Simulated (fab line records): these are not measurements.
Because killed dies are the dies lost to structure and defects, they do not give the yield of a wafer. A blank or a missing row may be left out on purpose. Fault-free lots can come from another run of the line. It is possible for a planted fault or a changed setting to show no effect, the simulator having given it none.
Chamber matching ; flow gf180mcu ; GF_V3_CVD_00 on hdpcvd-02 has 3 sister chambers
The step deposits SiO2, target thk 600 nm, time 100 s. 6 wafers are shown with their chamber, then 7 later ones without.

## WAFERS WITH THEIR CHAMBER
wafer;chamber;susceptor_temp_C (C)
L079.4;2;399.91
L079.6;0;400.20
L080.2;2;400.30
L080.5;1;399.99
L081.1;1;399.92
L081.2;0;399.53

## WAFERS WITHOUT THEIR CHAMBER
wafer;susceptor_temp_C (C)
L081.3;400.45
L085.2;399.84
L085.3;399.56
L085.6;399.71
L093.2;399.66
L093.3;400.04
L093.5;399.72

## CHAMBER TAKEN BY EACH
wafer;from the rows above;in truth
L081.3;can't be placed: 2 or 1 or 0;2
L085.2;can't be placed: 0 or 1 or 2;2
L085.3;can't be placed: 0 or 1 or 2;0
L085.6;can't be placed: 0 or 1 or 2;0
L093.2;can't be placed: 0 or 1 or 2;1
L093.3;can't be placed: 2 or 1 or 0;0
L093.5;can't be placed: 0 or 1 or 2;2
Placed correctly: 0 of 7. Can't be placed from these rows: 7 (the true chamber is among the candidates in 7). Placed wrongly: 0.
How it was worked out, from the rows above alone: a wafer's distance from a chamber is the root of the sum, over the readings, of the square of ((its reading less the chamber's mean) divided by the reading's scatter). The wafer belongs to the nearest chamber; if the next one is less than 2 further off, it can't be placed. A chamber's mean is the mean of its shown wafers. How the scatter is found: for the shown wafers, subtract from each reading the mean of its chamber, square and add these, divide the total by (wafers less chambers), then take the root.
